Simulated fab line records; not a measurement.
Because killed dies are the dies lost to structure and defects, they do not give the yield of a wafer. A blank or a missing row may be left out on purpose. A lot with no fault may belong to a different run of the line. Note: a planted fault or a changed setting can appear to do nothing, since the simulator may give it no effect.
Which tool was responsible?	flow sky130	15 lots with 42 wafers sampled at 4 steps, on a route of 708 steps

== WHAT EACH GAUGE READ, for each wafer ==
SKY_POLY_GATE_OVL_MEAS_14.
lot	measured	on	POLY_GATE_OVL (nm)
L861	day 16 16:19	overlay-02	4 3 3
L862	day 17 02:37	overlay-02	7 3 4
L863	day 17 16:55	overlay-01	1 0 -5
L865	day 18 02:32	overlay-01	-5 -6
L866	day 18 17:53	overlay-02	4 0
L867	day 18 18:44	overlay-01	4 4
L874	day 21 11:37	overlay-01	-3 7 3
L875	day 21 16:38	overlay-01	-3 4 2
L878	day 22 23:25	overlay-02	3 4 -2
L879	day 23 00:22	overlay-01	10 4 1
L880	day 23 12:59	overlay-02	0 -6 -9
L881	day 23 18:25	overlay-01	3 5 15
L882	day 24 03:31	overlay-01	-6 5 5
L883	day 24 09:04	overlay-01	4 5 4
L884	day 24 18:28	overlay-01	-4 -3 -5

SKY_LDD_P_OVL_MEAS_08.
lot	measured	on	LDD_P_OVL (nm)
L861	day 19 06:11	overlay-02	-0.7 -0.3 0.3
L862	day 19 17:28	overlay-02	-0.7 1.2 -0.8
L863	day 20 12:01	overlay-01	-1.9 -1.5 -1.3
L865	day 20 18:17	overlay-01	-1.2 -1.4
L866	day 21 13:32	overlay-02	-0.3 1.8
L867	day 21 13:59	overlay-01	-2.2 0.1
L874	day 24 03:34	overlay-02	0.8 1.2 1.9
L875	day 24 07:58	overlay-02	0.2 -1.1 -0.6
L878	day 25 13:13	overlay-01	0.1 -1.2 -0.4
L879	day 25 14:07	overlay-02	-1.8 -0.3 0.4
L880	day 26 03:17	overlay-02	-0.7 -0.8 -0.5
L881	day 26 08:46	overlay-01	-2.0 -2.7 -0.7
L882	day 26 17:56	overlay-02	2.5 3.3 3.4
L883	day 26 21:55	overlay-02	1.7 0.4 0.9
L884	day 27 07:29	overlay-01	0.3 1.4 -0.9

SKY_LDD_HVN_OVL_MEAS_07.
lot	measured	on	LDD_HVN_OVL (nm)
L861	day 20 13:10	overlay-02	1.2 0.3 0.9
L862	day 21 00:17	overlay-01	-0.9 1.6 1.0
L863	day 21 19:07	overlay-02	-0.5 -0.2 -0.6
L865	day 22 00:25	overlay-02	-0.5 0.1
L866	day 22 20:07	overlay-01	-1.5 -1.1
L867	day 22 20:25	overlay-02	-0.7 -0.3
L874	day 25 08:46	overlay-02	1.2 1.2 1.2
L875	day 25 12:48	overlay-01	0.3 -0.1 -0.7
L878	day 26 18:39	overlay-01	-0.2 0.5 0.9
L879	day 26 20:06	overlay-01	-0.3 0.0 -0.9
L880	day 27 08:16	overlay-01	-0.1 0.3 -0.7
L881	day 27 13:31	overlay-01	-2.3 -2.3 -1.1
L882	day 27 22:48	overlay-02	-0.1 0.1 -0.8
L883	day 28 02:49	overlay-02	-0.9 -0.3 -0.3
L884	day 28 11:59	overlay-01	-2.2 -0.7 -0.8

== WHAT TOOL EACH LOT RAN ON (gives the tool, then ch and the chambers of the sampled wafers, and finally the start) ==
lot	SKY_LDD_HVN_SOFTBAKE_03
L861	lithoTrack-02 ch 0, day 19 22:26
L862	lithoTrack-03 ch 0, day 20 09:18
L863	lithoTrack-04 ch 0, day 21 03:08
L865	lithoTrack-04 ch 0, day 21 10:08
L866	lithoTrack-04 ch 0, day 22 04:31
L867	lithoTrack-04 ch 0, day 22 05:07
L874	lithoTrack-03 ch 0, day 24 17:54
L875	lithoTrack-02 ch 0, day 24 21:55
L878	lithoTrack-04 ch 0, day 26 03:35
L879	lithoTrack-04 ch 0, day 26 04:52
L880	lithoTrack-04 ch 0, day 26 18:28
L881	lithoTrack-04 ch 0, day 26 22:56
L882	lithoTrack-02 ch 0, day 27 07:50
L883	lithoTrack-04 ch 0, day 27 12:35
L884	lithoTrack-04 ch 0, day 27 22:17
- SKY_LDD_HVN_SOFTBAKE_03: time 60 s.

== AS READ BY THE TOOLS THEMSELVES (means over the sampled wafers that have a number; for cases with no such wafer, the mark the record gives instead) ==
SKY_LDD_HVN_SOFTBAKE_03.
lot	tool	heaterPowerTotalW (W)	runLengthS (s)
L861	lithoTrack-02	56.60	88.9
L862	lithoTrack-03	56.58	88.8
L863	lithoTrack-04	56.57	89.5
L865	lithoTrack-04	58.09	84.7
L866	lithoTrack-04	57.33	87.1
L867	lithoTrack-04	57.38	87.1
L874	lithoTrack-03	56.59	88.9
L875	lithoTrack-02	56.61	88.8
L878	lithoTrack-04	56.65	89.4
L879	lithoTrack-04	56.61	89.4
L880	lithoTrack-04	56.62	89.5
L881	lithoTrack-04	56.59	89.4
L882	lithoTrack-02	56.59	88.9
L883	lithoTrack-04	56.59	89.5
L884	lithoTrack-04	56.59	89.5

== THE ANSWER, worked out from the rows above alone ==
Rule: usual is defined by the lots themselves. The widest of any qualifying gaps counts: lots, ordered by their means at a reading, are off when they make up no more than a third of the lots, leave a main group of 4 or more, and stand apart from it by 3 or more times the standard deviation of that group's means. A main group is skipped when, at the precision printed for the reading in the tables above, its means are all equal. Also off: a lot with no number at a reading for which 4 or more lots have one. Any other lot the step has rows for is counted as sound. After the gauges, taken in route order, come the tools' own readings; for these a lot's mean is taken, as printed above. The first step at which some lot is off is used, and at that step the reading that is off furthest; a lot without a number counts as furthest.
Off at SKY_LDD_HVN_SOFTBAKE_03 (heaterPowerTotalW): L865, L866, L867. The main group: mean 56.60 W, standard deviation 0.02.
If a tool, at that step or one of the process steps before it, ran each lot that is off and ran no sound lot following the first of them, it fits. None of those tried fits.

== WHAT THE SIMULATOR HAD INSERTED ==
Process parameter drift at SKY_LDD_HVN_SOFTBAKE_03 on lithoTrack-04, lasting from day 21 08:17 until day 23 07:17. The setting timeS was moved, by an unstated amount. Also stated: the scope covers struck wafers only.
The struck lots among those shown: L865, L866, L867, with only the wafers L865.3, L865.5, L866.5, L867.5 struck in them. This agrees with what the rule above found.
